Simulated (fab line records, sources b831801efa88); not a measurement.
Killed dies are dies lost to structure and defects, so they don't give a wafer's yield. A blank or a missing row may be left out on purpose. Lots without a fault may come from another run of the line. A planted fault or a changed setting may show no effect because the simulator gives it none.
fab line records | flow sky130
record lots=5 wafers=15 last_day=49
route steps=708 shown POLY_CUT@312 SD_P@320 RES_XHIGH@332
lots that met no fault: from a run of the same line without faults
start_h: hours from the record's first day to the start of the lot's first wafer shown | wait_h: hours since the lot's step before | " the same as in the row above | L1.1+2: a row that stands for several wafers | - no value, or no start given | * or withheld: withheld | < > ~ a bound
route shown NAME@n: a module of which the file shows steps, and the number in the route of the first | usual: mean/standard deviation of fault-free wafers | same: alike in all rows | chamber/n: place in a boat | sites: the reading at each site | _std_site: their standard deviation | _edge_site: outer sites' mean less inner sites' | radius_mm: how far each site lies from the wafer's centre | mask NAME#n: copy n | behind: the tool/chamber that last shaped the wafer | hold: why the lot was held/for how many hours/how that ended | device: the transistor (n, p or np) that didn't switch | end of line: the same wafers' tests at the end of the route | a step without rows: its recipe alone | killed: dies lost to structure and defects at the first sort, not the wafer's yield | map: a wafer's dies, x killed, . not, _ none there
set.NAME: the setting as run; set.NAME@STEP: as run at that earlier step | model.NAME: the simulator's own value behind a step, which no gauge read
lots at some steps of the route; a table a step, a row a wafer
services: from which hour (start_h, from the record's first day; less than 0 if before it) a tool's chamber was out of use, for how many hours, and why
## steps
# step SKY_POLY_CUT_EXPOSE_05
# recipe mask_id=NPCM na=0.8 source_shape=annular sigma_inner=0.55 sigma_outer=0.85 target_cd_nm=270 dose_mj=32
# step SKY_POLY_CUT_PEB_06
# recipe peb_temp_c=withheld peb_time_s=withheld resist=KrF-thick
# step SKY_POLY_CUT_DEVELOP_07
# recipe develop_time_s=60 resist=KrF-thick dev_temp_c=21
# step SKY_POLY_CUT_CD_MEAS_08
# recipe target_cd_nm=270
# usual cd_nm=269.9/1.3
# columns lot.wafer tool chamber start_h wait_h cd_nm
L357.2 cd_sem-01 - 619.00 - 269.9
L357.3 " - " " 267.8
L357.4 " - " " 268.4
L359.2 cd_sem-02 - 646.40 - 271.7
L359.3 " - " " 271.7
L359.6 " - " " 270.9
L364.3 cd_sem-02 - 681.28 - 269.1
L364.5 " - " " 268.8
L364.6 " - " " 268.5
L365.4 cd_sem-02 - 689.65 - 270.7
L365.5 " - " " 271.1
L365.6 " - " " 271.0
L367.1 cd_sem-02 - 711.69 - 268.1
L367.3 " - " " 270.6
L367.5 " - " " 269.0
# step SKY_POLY_CUT_OVL_MEAS_09
# usual POLY_CUT_OVL=1/6.1
# columns lot.wafer tool chamber start_h wait_h POLY_CUT_OVL[nm]
L357.2 overlay-02 - 619.11 0.1 2
L357.3 " - " " 14
L357.4 " - " " 8
L359.2 overlay-01 - 646.51 0.1 -10
L359.3 " - " " -4
L359.6 " - " " 0
L364.3 overlay-01 - 681.37 0.1 2
L364.5 " - " " 0
L364.6 " - " " 5
L365.4 overlay-01 - 689.73 0.1 -4
L365.5 " - " " 0
L365.6 " - " " 2
L367.1 overlay-01 - 711.81 0.1 -4
L367.3 " - " " -10
L367.5 " - " " -1
# step SKY_POLY_CUT_ETCH_10
# recipe chemistry=N2/H2 target=BARC ion_energy_ev=200 source_w=500 bias_w=100 pressure_mtorr=30 n2_flow_sccm=100 h2_flow_sccm=200 stop_on=SiO2 time_s=45.9 target_depth_a=600
# usual bias_w=100.00/0.29 drypump_motor_current_A=5.72/0.29 h2_flow_sccm=200.0/0.6 oes_product_au=0.855/0.0047 throttle_valve_pct=13.225/0.0091
# columns lot.wafer tool chamber start_h wait_h bias_w drypump_motor_current_A h2_flow_sccm oes_product_au rf_hours_counter_h throttle_valve_pct
L357.2 rie_diel-03 2 619.14 0.0 99.59 5.20 198.8 0.844 1 13.232
L357.3 " 3 " " 99.77 6.00 200.0 0.857 7 13.234
L357.4 " 0 " " 99.71 6.12 200.4 0.860 - 13.219
L359.2 rie_diel-01 3 646.54 0.0 100.11 6.10 199.4 0.863 8 13.223
L359.3 " 2 " " 99.84 5.87 200.4 0.854 1 13.212
L359.6 " 3 " " 99.85 6.10 200.6 0.857 - 13.222
L364.3 rie_diel-02 0 681.39 0.0 100.04 5.43 200.5 0.855 14 13.219
L364.5 " 2 " " 100.34 5.29 201.9 0.857 - 13.232
L364.6 " 1 " " 99.70 5.77 199.2 0.855 - 13.228
L365.4 rie_diel-01 3 689.75 0.0 99.44 6.08 199.9 0.861 9 13.220
L365.5 " 3 " " 99.99 6.07 200.3 0.857 - 13.232
L365.6 " 0 " " 100.47 5.61 198.9 0.849 - 13.232
L367.1 rie_diel-03 2 711.84 0.0 100.02 5.16 199.2 0.856 3 13.230
L367.3 " 3 " " 100.09 5.97 200.3 0.852 9 13.222
L367.5 " 3 " " 99.69 5.97 200.1 0.851 - 13.221
# step SKY_POLY_CUT_ETCH_11
# recipe target=Si3N4 chemistry=CF4/CH2F2/Ar stop_on=poly-Si source_w=600 bias_w=150 pressure_mtorr=40 cf4_flow_sccm=40 ch2f2_flow_sccm=20 Ar_flow_sccm=150 time_s=42.5 target_depth_a=600
# usual bias_w=150.0/0.46 drypump_motor_current_A=5.72/0.3 oes_product_au=0.827/0.0069 throttle_valve_pct=14.995/0.0085
# columns lot.wafer tool chamber start_h wait_h bias_w drypump_motor_current_A oes_product_au rf_hours_counter_h throttle_valve_pct
L357.2 rie_diel-03 2 619.18 0.0 150.2 5.17 0.832 1 14.988
L357.3 " 3 " " 149.9 5.98 0.840 7 14.998
L357.4 " 0 " " 149.5 6.13 0.837 - 14.975
L359.2 rie_diel-01 3 646.58 0.0 149.4 6.10 0.825 9 14.993
L359.3 " 2 " " 150.4 5.85 0.828 1 14.990
L359.6 " 3 " " 149.7 6.09 0.830 - 15.013
L364.3 rie_diel-02 0 681.44 0.0 150.1 5.42 0.818 14 14.986
L364.5 " 2 " " 150.1 5.32 0.824 - 14.980
L364.6 " 1 " " 150.5 5.77 0.821 - 14.995
L365.4 rie_diel-01 3 689.79 0.0 149.9 6.05 0.816 10 14.999
L365.5 " 3 " " 149.6 6.05 0.818 - 14.994
L365.6 " 0 " " 150.2 5.59 0.814 - 14.998
L367.1 rie_diel-03 2 711.89 0.0 150.4 5.15 0.827 3 14.986
L367.3 " 3 " " 150.7 5.99 0.822 9 15.006
L367.5 " 3 " " 150.1 5.98 0.827 - 14.987
# step SKY_POLY_CUT_STRIP_12
# recipe chemistry=O2/N2 power_w=1400 pressure_mtorr=1500 platen_temp_c=withheld o2_flow_sccm=3000 n2_flow_sccm=300 overash_fraction=0.5
# usual drypump_motor_current_A=5.8/0.34 oes_product_au=0.451/0.005 strip_time_to_endpoint_s=5.345/0.016
# columns lot.wafer tool chamber start_h wait_h drypump_motor_current_A oes_product_au rf_hours_counter_h strip_time_to_endpoint_s
L357.2 plasma_asher-02 0 619.22 0.0 6.6 0.461 18 5.351
L357.3 " 0 " " 6.6 0.459 - 5.353
L357.4 " 1 " " 6.1 0.450 - 5.324
L359.2 plasma_asher-03 0 646.62 0.0 5.6 0.445 53 5.342
L359.3 " 0 " " 5.6 0.457 - 5.345
L359.6 " 0 " " 5.6 0.450 - 5.365
L364.3 plasma_asher-01 1 681.51 0.1 5.6 0.454 - 5.317
L364.5 " 1 " " 5.7 0.458 - 5.351
L364.6 " 0 " " 5.8 0.452 - 5.323
L365.4 plasma_asher-01 0 689.86 0.1 5.8 0.443 - 5.365
L365.5 " 0 " " 5.8 0.444 - 5.358
L365.6 " 1 " " 5.6 0.452 - 5.351
L367.1 plasma_asher-01 1 711.93 0.0 5.7 0.449 99 5.345
L367.3 " 0 " " 5.8 0.451 - 5.343
L367.5 " 1 " " 5.7 0.458 - 5.362
# step SKY_SD_P_DEHYDRATE_00
# recipe temp_c=200 time_s=60
# step SKY_SD_P_HMDS_01
# recipe prime_time_s=60 prime_temp_c=120
# step SKY_SD_P_COAT_02
# recipe resist=NOVOLAK spin_rpm=3000 resist_thk_nm=1140
# step SKY_SD_P_SOFTBAKE_03
# recipe temp_c=90 time_s=60 resist=NOVOLAK
# step SKY_SD_P_EXPOSE_04
# recipe mask_id=PSDM na=0.6 source_shape=conventional sigma_outer=0.6 polarization=unpolarized target_cd_nm=380 dose_mj=138
# usual exposure_dose_mJ_cm2=138.00/0.12
# same na=0.6
# columns lot.wafer tool chamber start_h wait_h mask exposure_dose_mJ_cm2
L357.2 iline_stepper-02 0 633.33 - PSDM#0 138.12
L357.3 " 0 " " PSDM#0 137.99
L357.4 " 0 " " PSDM#0 137.87
L359.2 iline_stepper-01 0 660.35 - PSDM#0 137.90
L359.3 " 0 " " PSDM#0 138.09
L359.6 " 0 " " PSDM#0 138.13
L364.3 iline_stepper-01 0 695.64 - LDNTM#0 138.32
L364.5 " 0 " " LDNTM#0 138.09
L364.6 " 0 " " LDNTM#0 138.08
L365.4 iline_stepper-02 0 704.62 - PSDM#0 137.83
L365.5 " 0 " " PSDM#0 138.02
L365.6 " 0 " " PSDM#0 137.94
L367.1 iline_stepper-01 0 726.03 - PSDM#0 137.85
L367.3 " 0 " " PSDM#0 138.06
L367.5 " 0 " " PSDM#0 137.94
# step SKY_SD_P_PEB_05
# recipe temp_c=withheld time_s=* resist=NOVOLAK
# step SKY_SD_P_DEVELOP_06
# recipe resist=NOVOLAK developer=TMAH develop_time_s=60 dev_temp_c=23
# step SKY_SD_P_CD_MEAS_07
# recipe target_cd_nm=380
# usual cd_nm=379.7/2.8
# columns lot.wafer tool chamber start_h wait_h cd_nm
L357.2 cd_sem-02 - 648.21 0.1 380.2
L357.3 " - " " 378.3
L357.4 " - " " 376.8
L359.2 cd_sem-02 - 675.01 0.1 386.3
L359.3 " - " " 383.0
L359.6 " - " " 385.1
L364.3 cd_sem-02 - 709.57 0.1 -
L364.5 " - " " -
L364.6 " - " " -
L365.4 cd_sem-01 - 718.15 0.1 382.1
L365.5 " - " " 379.6
L365.6 " - " " 380.8
L367.1 cd_sem-01 - 739.48 0.1 380.7
L367.3 " - " " 382.2
L367.5 " - " " 380.7
# step SKY_SD_P_OVL_MEAS_08
# usual SD_P_OVL=-1.2/1.6
# columns lot.wafer tool chamber start_h wait_h SD_P_OVL[nm]
L357.2 overlay-02 - 648.31 0.1 -1.8
L357.3 " - " " -1.1
L357.4 " - " " -1.8
L359.2 overlay-02 - 675.11 0.1 2.2
L359.3 " - " " 2.3
L359.6 " - " " 2.3
L364.3 overlay-02 - 709.66 0.1 -
L364.5 " - " " -
L364.6 " - " " -
L365.4 overlay-02 - 718.23 0.1 0.8
L365.5 " - " " -0.3
L365.6 " - " " -0.7
L367.1 overlay-02 - 739.60 0.1 -2.8
L367.3 " - " " -3.0
L367.5 " - " " -3.9
# step SKY_SD_P_IMPLANT_09
# recipe species=BF2 energy_kev=20 dose_cm2=3e+15 tilt_deg=0
# step SKY_SD_P_STRIP_10
# recipe chemistry=O2/N2 power_w=1400 pressure_mtorr=1500 platen_temp_c=withheld o2_flow_sccm=3000 n2_flow_sccm=300 overash_fraction=0.5
# usual drypump_motor_current_A=5.5/0.31 oes_product_au=0.617/0.0043 strip_time_to_endpoint_s=17.49/0.041
# columns lot.wafer tool chamber start_h wait_h drypump_motor_current_A oes_product_au rf_hours_counter_h strip_time_to_endpoint_s
L357.2 plasma_asher-04 1 648.49 0.1 5.4 0.615 83 17.46
L357.3 " 0 " " 4.7 0.622 - 17.47
L357.4 " 1 " " 5.4 0.625 - 17.51
L359.2 plasma_asher-01 0 675.29 0.1 5.8 0.625 95 17.51
L359.3 " 0 " " 5.8 0.624 - 17.49
L359.6 " 0 " " 5.8 0.610 - 17.51
L364.3 plasma_asher-01 0 709.87 0.1 5.9 0.612 - 17.48
L364.5 " 0 " " 5.8 0.622 - 17.49
L364.6 " 1 " " 5.6 0.622 - 17.48
L365.4 plasma_asher-03 0 718.43 0.1 5.6 0.618 - 17.49
L365.5 " 0 " " 5.6 0.620 - 17.52
L365.6 " 1 " " 5.5 0.615 - 17.49
L367.1 plasma_asher-03 0 739.79 0.1 5.6 0.624 63 17.45
L367.3 " 0 " " 5.6 0.611 - 17.42
L367.5 " 1 " " 5.5 0.619 - 17.50
# step SKY_SD_P_TW_MEAS_11
# usual SD_P_TW=2827/19
# columns lot.wafer tool chamber start_h wait_h SD_P_TW
L357.2 film_metro-03 - 648.60 0.1 2849
L357.3 " - " " 2847
L357.4 " - " " 2849
L359.2 film_metro-01 - 675.40 0.1 2805
L359.3 " - " " 2795
L359.6 " - " " 2772
L364.3 film_metro-03 - 709.96 0.1 30
L364.5 " - " " 30
L364.6 " - " " 30
L365.4 film_metro-03 - 718.52 0.1 2857
L365.5 " - " " 2840
L365.6 " - " " 2874
L367.1 film_metro-01 - 739.89 0.1 2819
L367.3 " - " " 2822
L367.5 " - " " 2808
# step SKY_RES_XHIGH_DEHYDRATE_00
# recipe temp_c=200 time_s=60
## services
# columns tool chamber start_h hours kind
rie_diel-03 1 599.45 20.3 repair
iline_stepper-01 - 600.43 0.7 repair
iline_stepper-02 - 603.20 1.7 pm
plasma_asher-04 - 604.35 3.9 repair
rie_diel-02 3 624.54 17.0 repair
rie_diel-01 2 625.54 4.6 repair
iline_stepper-02 - 625.76 4.9 repair
rie_diel-03 1 633.75 9.4 repair
iline_stepper-01 - 642.07 2.7 repair
rie_diel-03 - 643.37 17.9 repair
iline_stepper-02 - 658.46 4.3 pm
iline_stepper-02 - 663.77 6.6 repair
plasma_asher-04 - 676.84 2.6 repair
iline_stepper-01 - 678.43 1.7 pm
rie_diel-03 2 683.25 3.7 repair
plasma_asher-02 - 686.47 2.8 pm
rie_diel-03 - 703.94 0.5 repair
rie_diel-03 - 704.36 0.2 repair
rie_diel-03 0 708.00 8.7 repair
rie_diel-03 3 716.93 8.7 repair
rie_diel-03 1 720.08 31.5 repair
rie_diel-01 2 732.26 10.7 repair
plasma_asher-01 - 733.75 9.0 pm
plasma_asher-01 0 733.75 9.0 vent_cycle
## key
first_sign step=SKY_SD_P_EXPOSE_04 reading=mask direction=changed
effect step=SKY_SD_P_CD_MEAS_07 reading=cd_nm direction=missing
effect step=SKY_SD_P_OVL_MEAS_08 reading=SD_P_OVL direction=missing
effect step=SKY_SD_P_TW_MEAS_11 reading=SD_P_TW direction=down sigmas=99+ usual=2827 struck=30
met_at SKY_SD_P_EXPOSE_04
struck_wafers L364.3,L364.5,L364.6
sort_left_out L364.3,L364.5,L364.6
tester_left_out L364
onset_between 660.35 695.64
fault kind=wrong_mask tool=any chamber=- onset_h=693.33 steps=SKY_SD_P_EXPOSE_04 aux_copy=LDNTM#0 scope=struck_lots_only
# tester_left_out: of these lots the tester's yield and bins aren't shown, on N5 and GAA mostly nor the transistor test; their killed dies are dies lost to structure and defects alone, not to doping, threshold or leakage, so they don't give the yield
# sort_left_out: the simulated sort isn't trusted on such a fault, so these wafers' sort isn't shown, and their yield isn't known
